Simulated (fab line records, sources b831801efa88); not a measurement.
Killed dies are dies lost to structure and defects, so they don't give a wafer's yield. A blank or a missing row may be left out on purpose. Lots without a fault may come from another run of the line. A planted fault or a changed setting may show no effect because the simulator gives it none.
fab line records | flow sky130
record lots=6 wafers=18 last_day=51
route steps=708 shown VT_ADJUST_PCH@151 SONOS_TUNNEL@154 PAD_OPEN@708
lots that met no fault: from a run of the same line without faults
start_h: hours from the record's first day to the start of the lot's first wafer shown | wait_h: hours since the lot's step before | " the same as in the row above | L1.1+2: a row that stands for several wafers | - no value, or no start given | * or withheld: withheld | < > ~ a bound
route shown NAME@n: a module of which the file shows steps, and the number in the route of the first | usual: mean/standard deviation of fault-free wafers | same: alike in all rows | chamber/n: place in a boat | sites: the reading at each site | _std_site: their standard deviation | _edge_site: outer sites' mean less inner sites' | radius_mm: how far each site lies from the wafer's centre | mask NAME#n: copy n | behind: the tool/chamber that last shaped the wafer | hold: why the lot was held/for how many hours/how that ended | device: the transistor (n, p or np) that didn't switch | end of line: the same wafers' tests at the end of the route | a step without rows: its recipe alone | killed: dies lost to structure and defects at the first sort, not the wafer's yield | map: a wafer's dies, x killed, . not, _ none there
set.NAME: the setting as run; set.NAME@STEP: as run at that earlier step | model.NAME: the simulator's own value behind a step, which no gauge read
lots at some steps of the route; a table a step, a row a wafer
services: from which hour (start_h, from the record's first day; less than 0 if before it) a tool's chamber was out of use, for how many hours, and why
## steps
# step SKY_VT_ADJUST_PCH_IMPLANT_08
# recipe species=B energy_kev=10 dose_cm2=5e+11 tilt_deg=withheld
# step SKY_VT_ADJUST_PCH_STRIP_09
# recipe chemistry=O2/N2 power_w=1400 pressure_mtorr=1500 platen_temp_c=withheld o2_flow_sccm=3000 n2_flow_sccm=300 overash_fraction=0.5
# usual drypump_motor_current_A=5.4/0.31 oes_product_au=0.723/0.0048 strip_time_to_endpoint_s=36.97/0.11
# columns lot.wafer tool chamber start_h wait_h drypump_motor_current_A oes_product_au rf_hours_counter_h strip_time_to_endpoint_s
L474.3 plasma_asher-01 1 284.36 0.1 5.3 0.715 - 37.01
L474.4 " 0 " " 5.1 0.720 - 36.87
L474.5 " 1 " " 5.3 0.725 - 36.90
L484.4 plasma_asher-04 1 342.21 0.1 5.9 0.725 - 37.01
L484.5 " 1 " " 5.9 0.726 - 36.92
L484.6 " 0 " " 5.9 0.723 - 36.95
L485.1 plasma_asher-04 1 349.95 0.1 5.8 0.716 63 37.02
L485.2 " 0 " " 5.9 0.721 63 37.07
L485.5 " 1 " " 5.8 0.723 - 37.01
L488.1 plasma_asher-01 1 368.12 0.1 5.3 0.716 23 37.12
L488.3 " 0 " " 5.1 0.721 - 37.07
L488.4 " 1 " " 5.3 0.714 - 37.02
L489.3 plasma_asher-04 0 379.69 0.1 5.9 0.718 - 36.97
L489.5 " 0 " " 5.9 0.724 - 36.91
L489.6 " 1 " " 5.9 0.717 - 36.97
L493.1 plasma_asher-01 1 405.48 0.1 5.3 0.725 27 36.83
L493.2 " 0 " " 5.1 0.720 27 36.76
L493.3 " 1 " " 5.3 0.723 - 36.73
# step SKY_VT_ADJUST_PCH_TW_MEAS_10
# usual VT_ADJUST_PCH_TW=141.2/1.2
# columns lot.wafer tool chamber start_h wait_h VT_ADJUST_PCH_TW
L474.3 film_metro-03 - 284.45 0.1 141.0
L474.4 " - " " 140.9
L474.5 " - " " 140.7
L484.4 film_metro-03 - 342.31 0.1 141.4
L484.5 " - " " 141.6
L484.6 " - " " 140.9
L485.1 film_metro-04 - 350.05 0.1 143.7
L485.2 " - " " 144.1
L485.5 " - " " 143.4
L488.1 film_metro-02 - 368.22 0.1 140.6
L488.3 " - " " 140.9
L488.4 " - " " 140.3
L489.3 film_metro-02 - 379.77 0.1 140.7
L489.5 " - " " 141.6
L489.6 " - " " 140.6
L493.1 film_metro-04 - 405.58 0.1 142.2
L493.2 " - " " 143.0
L493.3 " - " " 143.0
# step SKY_SONOS_TUNNEL_DEHYDRATE_00
# recipe temp_c=200 time_s=60
# step SKY_SONOS_TUNNEL_HMDS_01
# recipe prime_time_s=60 prime_temp_c=120
# step SKY_SONOS_TUNNEL_COAT_02
# recipe resist=NOVOLAK spin_rpm=3000 resist_thk_nm=1140
# step SKY_SONOS_TUNNEL_SOFTBAKE_03
# recipe temp_c=90 time_s=60 resist=NOVOLAK
# step SKY_SONOS_TUNNEL_EXPOSE_04
# recipe mask_id=TUNM na=0.6 source_shape=conventional sigma_outer=0.6 polarization=unpolarized target_cd_nm=410 dose_mj=136
# step SKY_SONOS_TUNNEL_PEB_05
# recipe temp_c=withheld time_s=* resist=NOVOLAK
# step SKY_SONOS_TUNNEL_DEVELOP_06
# recipe resist=NOVOLAK developer=TMAH develop_time_s=60 dev_temp_c=23
# step SKY_SONOS_TUNNEL_CD_MEAS_07
# recipe target_cd_nm=410
# usual cd_nm=410.7/1.8
# columns lot.wafer tool chamber start_h wait_h cd_nm
L474.3 cd_sem-02 - 308.56 0.1 409.6
L474.4 " - " " 411.9
L474.5 " - " " 410.4
L484.4 cd_sem-01 - 369.03 0.1 411.3
L484.5 " - " " 409.2
L484.6 " - " " 413.6
L485.1 cd_sem-02 - 375.84 0.1 412.2
L485.2 " - " " 409.9
L485.5 " - " " 412.2
L488.1 cd_sem-01 - 395.79 0.1 413.1
L488.3 " - " " 413.2
L488.4 " - " " 414.4
L489.3 cd_sem-02 - 408.53 0.1 408.3
L489.5 " - " " 408.5
L489.6 " - " " 407.3
L493.1 cd_sem-01 - 434.72 0.1 412.3
L493.2 " - " " 412.1
L493.3 " - " " 408.0
# step SKY_SONOS_TUNNEL_OVL_MEAS_08
# usual SONOS_TUNNEL_OVL=0.2/1.2
# columns lot.wafer tool chamber start_h wait_h SONOS_TUNNEL_OVL[nm]
L474.3 overlay-02 - 308.65 0.1 1.8
L474.4 " - " " 3.1
L474.5 " - " " 1.7
L484.4 overlay-01 - 369.10 0.1 0.0
L484.5 " - " " -0.3
L484.6 " - " " -1.6
L485.1 overlay-01 - 375.96 0.1 0.9
L485.2 " - " " -0.6
L485.5 " - " " 0.3
L488.1 overlay-01 - 395.91 0.1 0.8
L488.3 " - " " -0.8
L488.4 " - " " -1.4
L489.3 overlay-01 - 408.62 0.1 0.0
L489.5 " - " " 0.0
L489.6 " - " " -1.3
L493.1 overlay-02 - 434.84 0.1 2.0
L493.2 " - " " -0.7
L493.3 " - " " -0.4
# step SKY_SONOS_TUNNEL_IMPLANT_09
# recipe species=B energy_kev=20 dose_cm2=1e+12 tilt_deg=withheld
# usual dose_ions_cm2=1.0001e+12/1.2e+09 end_station_pressure_torr=5.03e-06/2.5e-07 faraday_current_uA=5.65/0.12
# columns lot.wafer tool chamber start_h wait_h dose_ions_cm2 end_station_pressure_torr faraday_current_uA
L474.3 implanter-02 0 308.72 0.1 1.0014e+12 5.22e-06 5.70
L474.4 " 0 " " 9.992e+11 5.04e-06 5.75
L474.5 " 0 " " 1e+12 5.1e-06 5.49
L484.4 implanter-02 0 369.20 0.1 3.416e+11 5.22e-06 1.92
L484.5 " 0 " " 3.415e+11 5.23e-06 1.92
L484.6 " 0 " " 3.423e+11 4.93e-06 1.99
L485.1 implanter-02 0 375.99 0.0 3.435e+11 5.51e-06 1.92
L485.2 " 0 " " 3.419e+11 4.66e-06 1.89
L485.5 " 0 " " 3.425e+11 5.12e-06 2.00
L488.1 implanter-03 0 395.94 0.0 1.0004e+12 5.31e-06 5.63
L488.3 " 0 " " 1.0018e+12 5.26e-06 5.59
L488.4 " 0 " " 1.0009e+12 5.2e-06 5.65
L489.3 implanter-01 0 408.69 0.1 1.0001e+12 5.1e-06 5.90
L489.5 " 0 " " 9.993e+11 5.45e-06 5.48
L489.6 " 0 " " 9.992e+11 5.03e-06 5.61
L493.1 implanter-02 0 434.87 0.0 1.0011e+12 5.02e-06 5.54
L493.2 " 0 " " 9.984e+11 4.58e-06 6.01
L493.3 " 0 " " 9.99e+11 4.87e-06 5.60
# step SKY_SONOS_TUNNEL_WET_ETCH_10
# recipe chemistry=dHF target_depth_nm=14 target=SiO2 dilution=100:1 temp_c=25 time_s=280
# step SKY_SONOS_TUNNEL_STRIP_11
# recipe chemistry=SPM time_s=600 temp_c=130
# step SKY_SONOS_TUNNEL_TW_MEAS_12
# usual SONOS_TUNNEL_TW=196.2/1.5
# columns lot.wafer tool chamber start_h wait_h hold SONOS_TUNNEL_TW
L474.3 film_metro-04 - 309.10 0.0 - 198.5
L474.4 " - " " - 198.6
L474.5 " - " " - 198.2
L484.4 film_metro-01 - 369.68 0.0 await_dispo/0.2h/release 146.4
L484.5 " - " " await_dispo/0.2h/release 147.2
L484.6 " - " " await_dispo/0.2h/release 146.8
L484.4 film_metro-01 - 369.99 0.3 - 146.1
L484.5 " - " " - 146.9
L484.6 " - " " - 147.4
L485.1 film_metro-02 - 376.58 0.0 await_dispo/0.2h/release 144.9
L485.2 " - " " await_dispo/0.2h/release 144.8
L485.5 " - " " await_dispo/0.2h/release 144.3
L485.1 film_metro-02 - 376.81 0.2 - 144.2
L485.2 " - " " - 144.6
L485.5 " - " " - 144.9
L488.1 film_metro-04 - 396.36 0.0 - 198.0
L488.3 " - " " - 198.1
L488.4 " - " " - 196.4
L489.3 film_metro-02 - 409.07 0.0 - 194.2
L489.5 " - " " - 193.7
L489.6 " - " " - 194.1
L493.1 film_metro-02 - 435.78 0.0 - 195.3
L493.2 " - " " - 195.4
L493.3 " - " " - 195.2
# step SKY_PAD_OPEN_PROBE_99
# usual killed_at_M0_to_M3=42/6.7 killed_at_M4_up=3.0/1.9 killed_at_contacts=24/5.3 killed_at_front_end=16/4.3 killed_at_other=0.4/0.71 killed_dies=85/9.6 killed_open=46/6.5 killed_short=39/6.7
# same gross_dies=492 killed_at_back_side=0
# columns lot.wafer tool chamber start_h wait_h killed_at_M0_to_M3 killed_at_M4_up killed_at_contacts killed_at_front_end killed_at_other killed_dies killed_open killed_short model.etest.tip_sonos.rs_ohm_sq model.etest.sonos_uncharged.r_on_ohm_um model.etest.sonos_programmed.off_log10_a_um model.etest.sonos_programmed.vt_v model.etest.sonos_baked.vt_v model.etest.sonos_uncharged.vt_v model.etest.sonos_erased.vt_v
L474.3 prober-02 - 1130.49 0.2 37 1 23 18 1 80 42 38 2572 803.9 -14.01 1.505 0.9744 -0.4265 -2.27
L474.4 prober-02 - 1130.54 0.2 35 3 31 9 0 78 46 32 2585 821.8 -14.04 1.462 0.9727 -0.3866 -2.212
L474.5 prober-02 - 1130.59 0.2 39 3 23 18 0 83 43 40 2569 821.1 -14 1.513 0.9729 -0.422 -2.318
L484.4 prober-01 - 1176.82 0.2 38 0 24 12 0 74 33 40 2603 762.1 -12.78 1.398 0.8486 -0.6168 -2.514
L484.5 prober-01 - 1176.87 0.2 45 4 26 21 1 97 49 45 2603 765.4 -12.39 1.367 0.8806 -0.6159 -2.56
L484.6 prober-01 - 1176.92 0.2 42 4 38 15 0 99 52 47 2585 774.1 -12.7 1.384 0.8188 -0.5671 -2.552
L485.1 prober-01 - 1178.54 0.1 32 0 36 10 0 78 45 33 2564 754.2 -12.01 1.271 0.7905 -0.6315 -2.433
L485.2 prober-01 - 1178.59 0.1 35 2 24 18 0 79 47 32 2550 757.5 -12.19 1.295 0.7888 -0.6167 -2.478
L485.5 prober-01 - 1178.74 0.2 40 3 31 14 0 88 56 32 2558 762.8 -11.67 1.275 0.8001 -0.5998 -2.555
L488.1 prober-02 - 1193.97 0.1 38 6 18 17 0 79 43 36 2593 815.1 -13.89 1.593 1.069 -0.4165 -2.315
L488.3 prober-02 - 1194.07 0.2 41 3 39 15 2 100 50 50 2626 800.4 -14.04 1.538 1.04 -0.4076 -2.335
L488.4 prober-02 - 1194.12 0.2 37 4 32 12 0 85 40 45 2623 809.4 -14.01 1.591 1.044 -0.444 -2.344
L489.3 prober-01 - 1196.51 0.2 42 2 31 14 0 89 53 36 2546 831.7 -13.93 1.432 0.9691 -0.432 -2.229
L489.5 prober-01 - 1196.61 0.2 40 2 22 18 0 82 47 35 2513 813.9 -13.96 1.387 0.9768 -0.4517 -2.223
L489.6 prober-01 - 1196.66 0.2 58 3 15 13 0 89 54 35 2516 805.5 -13.89 1.421 0.9514 -0.4234 -2.2
L493.1 prober-01 - 1217.01 0.1 43 2 23 19 0 87 43 44 2572 811.7 -13.92 1.437 0.9539 -0.423 -2.242
L493.2 prober-01 - 1217.06 0.1 48 3 26 14 1 92 49 40 2530 828.5 -13.93 1.448 0.9774 -0.4469 -2.212
L493.3 prober-01 - 1217.11 0.2 38 3 15 19 1 76 42 34 2572 818.5 -13.88 1.446 0.962 -0.4565 -2.205
# killed by level:class
L474.3 VIA1:geometric_particle:open=9 CONTACT:geometric_particle:open=8 FIELD_ISO:geometric_particle:short=7 LI_CONTACT:geometric_particle:open=6 METAL2:geometric_particle:short=6 FIELD_ISO:geometric_particle:open=5 METAL3:geometric_particle:short=5 CONTACT:geometric_particle:short=4
L474.4 CONTACT:geometric_particle:open=11 CONTACT:geometric_particle:short=8 VIA1:geometric_particle:open=7 VIA2:geometric_particle:open=7 LI_CONTACT:geometric_particle:open=6 VIA3:geometric_particle:open=6 VIA2:geometric_particle:short=5 VIA1:geometric_particle:short=4
L474.5 VIA1:geometric_particle:open=11 VIA2:geometric_particle:open=8 LOCAL_INTERCONNECT:geometric_particle:short=7 METAL2:geometric_particle:short=7 CONTACT:geometric_particle:open=5 FIELD_ISO:geometric_particle:open=4 FIELD_ISO:geometric_particle:short=4 POLY_GATE:geometric_particle:open=4
L484.4 CONTACT:geometric_particle:open=9 METAL2:geometric_particle:short=7 VIA2:geometric_particle:open=7 CONTACT:geometric_particle:short=6 LOCAL_INTERCONNECT:geometric_particle:short=6 VIA1:geometric_particle:short=5 POLY_GATE:geometric_particle:short=4 METAL1:geometric_particle:short=4
L484.5 VIA1:geometric_particle:open=12 LI_CONTACT:geometric_particle:open=7 LOCAL_INTERCONNECT:geometric_particle:short=7 VIA2:geometric_particle:open=6 CONTACT:geometric_particle:open=6 VIA3:geometric_particle:open=6 POLY_GATE:geometric_particle:open=5 METAL2:geometric_particle:short=5
L484.6 CONTACT:geometric_particle:open=11 VIA3:geometric_particle:open=10 LI_CONTACT:geometric_particle:open=9 VIA1:geometric_particle:open=8 METAL1:geometric_particle:short=7 CONTACT:geometric_particle:short=6 FIELD_ISO:geometric_particle:short=5 LOCAL_INTERCONNECT:geometric_particle:short=5
L485.1 CONTACT:geometric_particle:open=12 VIA3:geometric_particle:open=10 CONTACT:geometric_particle:short=8 FIELD_ISO:geometric_particle:open=6 LI_CONTACT:geometric_particle:short=5 LI_CONTACT:geometric_particle:open=5 LOCAL_INTERCONNECT:geometric_particle:short=5 METAL2:geometric_particle:short=5
L485.2 VIA1:geometric_particle:open=12 CONTACT:geometric_particle:open=11 POLY_GATE:geometric_particle:short=9 LI_CONTACT:geometric_particle:open=5 VIA2:geometric_particle:open=5 FIELD_ISO:geometric_particle:short=3 LOCAL_INTERCONNECT:geometric_particle:short=3 VIA3:geometric_particle:open=3
L485.5 LI_CONTACT:geometric_particle:open=14 VIA2:geometric_particle:open=11 CONTACT:geometric_particle:open=9 VIA3:geometric_particle:open=8 VIA1:geometric_particle:open=6 LOCAL_INTERCONNECT:geometric_particle:short=5 FIELD_ISO:geometric_particle:short=4 VIA1:geometric_particle:short=4
L488.1 VIA2:geometric_particle:open=9 POLY_GATE:geometric_particle:open=7 METAL1:geometric_particle:short=7 LI_CONTACT:geometric_particle:open=6 CONTACT:geometric_particle:open=5 FIELD_ISO:geometric_particle:open=4 CONTACT:geometric_particle:short=4 METAL2:geometric_particle:short=4
L488.3 CONTACT:geometric_particle:open=17 CONTACT:geometric_particle:short=9 VIA1:geometric_particle:open=7 VIA3:geometric_particle:open=7 METAL1:geometric_particle:short=6 LOCAL_INTERCONNECT:geometric_particle:short=6 LI_CONTACT:geometric_particle:open=5 VIA3:geometric_particle:short=5
L488.4 CONTACT:geometric_particle:open=11 CONTACT:geometric_particle:short=8 LI_CONTACT:geometric_particle:short=6 METAL2:geometric_particle:short=6 VIA3:geometric_particle:open=6 FIELD_ISO:geometric_particle:short=5 LI_CONTACT:geometric_particle:open=5 METAL1:geometric_particle:short=5
L489.3 CONTACT:geometric_particle:open=15 VIA3:geometric_particle:open=10 FIELD_ISO:geometric_particle:open=8 METAL1:geometric_particle:short=7 LI_CONTACT:geometric_particle:short=6 VIA1:geometric_particle:open=6 FIELD_ISO:geometric_particle:short=4 METAL2:geometric_particle:short=4
L489.5 VIA1:geometric_particle:open=15 CONTACT:geometric_particle:open=7 FIELD_ISO:geometric_particle:short=6 LI_CONTACT:geometric_particle:open=6 CONTACT:geometric_particle:short=6 VIA3:geometric_particle:open=5 FIELD_ISO:geometric_particle:open=4 POLY_GATE:geometric_particle:short=4
L489.6 VIA1:geometric_particle:open=17 VIA2:geometric_particle:open=7 CONTACT:geometric_particle:open=6 METAL1:geometric_particle:short=6 METAL2:geometric_particle:short=6 VIA3:geometric_particle:open=6 VIA3:geometric_particle:short=5 FIELD_ISO:geometric_particle:open=4
L493.1 VIA1:geometric_particle:open=10 METAL1:geometric_particle:short=7 CONTACT:geometric_particle:short=7 FIELD_ISO:geometric_particle:short=6 FIELD_ISO:geometric_particle:open=6 LI_CONTACT:geometric_particle:open=5 CONTACT:geometric_particle:open=5 VIA3:geometric_particle:open=5
L493.2 CONTACT:geometric_particle:open=14 VIA1:geometric_particle:open=10 VIA1:geometric_particle:short=6 VIA3:geometric_particle:open=6 VIA2:geometric_particle:open=5 FIELD_ISO:geometric_particle:open=4 LOCAL_INTERCONNECT:geometric_particle:short=4 CONTACT:geometric_particle:short=4
L493.3 VIA1:geometric_particle:open=9 CONTACT:geometric_particle:open=6 CONTACT:geometric_particle:short=6 VIA3:geometric_particle:open=6 FIELD_ISO:geometric_particle:open=5 POLY_GATE:geometric_particle:open=5 METAL2:geometric_particle:short=5 VIA1:geometric_particle:short=4
## services
# columns tool chamber start_h hours kind
implanter-01 - 267.00 3.4 pm
plasma_asher-04 - 300.06 2.8 pm
implanter-02 - 316.52 6.2 repair
plasma_asher-01 - 346.35 14.6 pm
implanter-03 - 389.66 5.7 repair
implanter-02 - 398.81 1.7 repair
plasma_asher-04 - 421.25 9.0 pm
plasma_asher-04 0 421.25 9.0 vent_cycle
plasma_asher-04 1 421.25 9.0 vent_cycle
plasma_asher-04 0 430.25 - clean
plasma_asher-04 1 430.25 - clean
## key
first_sign step=SKY_SONOS_TUNNEL_IMPLANT_09 reading=dose_ions_cm2 direction=down sigmas=99+ usual=* struck=*
effect step=SKY_SONOS_TUNNEL_IMPLANT_09 reading=faraday_current_uA direction=down sigmas=31 usual=5.65 struck=1.94
effect step=SKY_SONOS_TUNNEL_TW_MEAS_12 reading=visit direction=added
effect step=SKY_SONOS_TUNNEL_TW_MEAS_12 reading=SONOS_TUNNEL_TW direction=down sigmas=33 usual=196.2 struck=145.7
model_effect step=SKY_PAD_OPEN_PROBE_99 value=etest.tip_sonos.rs_ohm_sq without=2685 struck=2577
met_at SKY_SONOS_TUNNEL_IMPLANT_09
struck_wafers L484.4,L484.5,L484.6,L485.1,L485.2,L485.5
tester_left_out L484,L485
onset_between 308.72 369.20
fault kind=process_parameter_drift tool=implanter-02 chamber=- onset_h=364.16 steps=SKY_SONOS_TUNNEL_IMPLANT_09 channel=dose_cm2 offset=* shape=step end_h=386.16 acts_in=* stated=*
# tester_left_out: of these lots the tester's yield and bins aren't shown, on N5 and GAA mostly nor the transistor test; their killed dies are dies lost to structure and defects alone, not to doping, threshold or leakage, so they don't give the yield
